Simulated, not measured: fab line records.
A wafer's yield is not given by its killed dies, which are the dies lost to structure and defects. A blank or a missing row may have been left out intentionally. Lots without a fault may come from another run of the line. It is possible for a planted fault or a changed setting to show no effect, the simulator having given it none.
Which tool is to blame? -- flow gf180mcu -- 18 wafers sampled from 6 lots at 1 step of a route of 602

== WHAT EACH GAUGE READ, for each wafer ==
GF_PSD_RS_MEAS_14: the measuring method here is four-point-probe.
lot,measured,on,NSD_RS (ohm/sq)
L210,day 15 21:33,film_metro-02,46.14 46.17 46.09
L213,day 17 00:28,film_metro-01,46.18 46.25 46.27
L216,day 17 18:08,film_metro-04,46.14 46.23 46.20
L224,day 20 12:44,film_metro-04,46.26 46.07 46.24
L225,day 21 03:29,film_metro-01,46.05 46.07 46.15
L229,day 21 19:39,film_metro-01,46.24 46.17 46.14

== TOOL THAT RAN EACH LOT (tool first, then ch and the chambers of the sampled wafers, then the start) ==
The record holds no process step before these readings.

== THE ANSWER, worked out from the rows above alone ==
Rule: the usual values come from the lots themselves. The widest of any qualifying gaps counts: lots, ordered by their means at a reading, are off when they make up no more than a third of the lots, leave a main group of 4 or more, and stand apart from it by 3 or more times the standard deviation of that group's means. A main group is skipped when, at the precision printed for the reading in the tables above, its means are all equal. A lot without any number at a reading at which 4 lots or more have one is off too. Where the step has rows for the other lots, those lots are counted as sound.
No lot is off at any reading shown: from this, nothing can be told.

== WHAT THE SIMULATOR HAD PUT IN ==
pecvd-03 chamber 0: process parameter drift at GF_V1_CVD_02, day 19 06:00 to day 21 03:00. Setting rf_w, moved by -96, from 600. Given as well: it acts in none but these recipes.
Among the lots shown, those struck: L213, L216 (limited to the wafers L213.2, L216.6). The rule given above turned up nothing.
